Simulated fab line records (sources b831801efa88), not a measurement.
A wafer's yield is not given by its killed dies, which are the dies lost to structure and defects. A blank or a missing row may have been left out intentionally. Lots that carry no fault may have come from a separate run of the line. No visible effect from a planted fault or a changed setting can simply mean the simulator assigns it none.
Struck lot and sound lot, side by side -- flow gf180mcu -- 15 steps out of a route of 602
Sound: wafers L111.1, L111.5, L111.6. Struck: wafer L102.1 (L102.2, L102.6, from the same lot, were not struck and are left out); the cause is given at the end.
Order at every step that has rows: each side's tool, ch and its chambers, its first start. Under that, the readings that differ: sound wafers -- struck wafers -- difference of the means -- sigmas: that difference in standard deviations of wafers without a fault.
alike: readings whose means differ by less than 2 such deviations, and words and numbers that are the same on both sides. not compared: withheld readings, readings that some wafer has no value for, bounds like >300 that may hide the same value, and numbers for which the record gives no deviation and whose values overlap.
The two part at a step that has a row with sigmas, a row that says differs or no value, or rows on one side only. Numbers that have no deviation but don't overlap get no sigmas and don't part them. A reading missing from all wafers of one side parts the sides only when that side holds two or more wafers.

first, 5 steps without rows for these wafers: GF_M5_COAT_02 (resist thk 1000 nm); GF_M5_SOFTBAKE_03 (time 60 s); GF_M5_EXPOSE_04 (exposes mask Metal5, target cd 280 nm); GF_M5_PEB_05 (peb time 90 s); GF_M5_DEVELOP_06 (develop time 60 s).
GF_M5_CD_MEAS_07 targets a cd of 280 nm.
  struck on cd-sem-01, day 29 07:23; sound on cd-sem-02, day 31 12:11
  alike: cd-nm
GF_M5_OVL_MEAS_08:
  struck on overlay-01, day 29 07:30; sound on overlay-02, day 31 12:19
  alike: M5_OVL
GF_M5_ETCH_09: etches Si3N4 in CF4/O2, target depth 52 nm, time 11.6 s.
  sound on rie-diel-04 ch 1,2,3, day 31 12:20; struck on rie-diel-03 ch 2, day 29 07:32
reading,sound,struck,difference,sigmas
oes-product-au (a.u.),1.002 1.002 1.007,0.987,-0.017,-2
  alike: drypump-motor-current-A, throttle-valve-pct
  not compared: rf-hours-counter-h
GF_M5_METAL_ETCH_10: etches the open film in Cl2/BCl3, stops on SiO2, target depth 750.8 nm, time 125.1 s.
  sound on rie-metal-02 ch 0,1, day 31 12:22; struck on rie-metal-01 ch 1, day 29 07:34
reading,sound,struck,difference,sigmas
drypump-motor-current-A (A),5.7 5.7 5.4,6.4,+0.8,+2
  alike: oes-product-au, throttle-valve-pct
  not compared: rf-hours-counter-h
GF_M5_STRIP_11: strips in O2/N2.
  sound on plasma-asher-02 ch 0,1, day 31 12:29; struck on plasma-asher-04 ch 0, day 29 07:41
  alike: drypump-motor-current-A, heater-power-w, n2-flow-sccm, oes-product-au, strip-time-to-endpoint-s
  not compared: rf-hours-counter-h
then, 2 steps without rows for these wafers: GF_M5_STRIP_12 (strips in post etch residue remover, time 1200 s); GF_M5_CLEAN_13 (cleans in DIW).
GF_V5_CVD_00: deposits SiO2, target thk 300 nm, time 50 s.
  sound on hdpcvd-01 ch 0,2, day 31 13:02; struck on hdpcvd-02 ch 2, day 29 08:14
reading,sound,struck,difference,sigmas
sih4-flow-sccm (sccm),60.04 60.12 60.24,50.95,-9.18,-48
model.SiO2_of_V5_CVD_00.thk-nm (nm),301.5 299.2 297.1,254,-45,
GF_V5_THK_MEAS_01:
  struck on film-metro-02, day 29 08:16; sound on film-metro-03, day 31 13:04
reading,sound,struck,difference,sigmas
V5_CVD_00_THK (nm),301.5 298.9 297.0,254.0,-45.1,-19
GF_V5_CVD_02: deposits SiO2 from TEOS, target thk 1450 nm, time 163.28 s.
  sound on pecvd-02 ch 1,2, day 31 13:08; struck on pecvd-01 ch 2, day 29 08:20
  alike: heater-power-w

WHERE THEY PART
At GF_M5_ETCH_09 first; at GF_V5_THK_MEAS_01 last (within this record only). Later steps at which nothing parts them and some readings are alike: GF_V5_CVD_02.

WHY: what the simulator had put in
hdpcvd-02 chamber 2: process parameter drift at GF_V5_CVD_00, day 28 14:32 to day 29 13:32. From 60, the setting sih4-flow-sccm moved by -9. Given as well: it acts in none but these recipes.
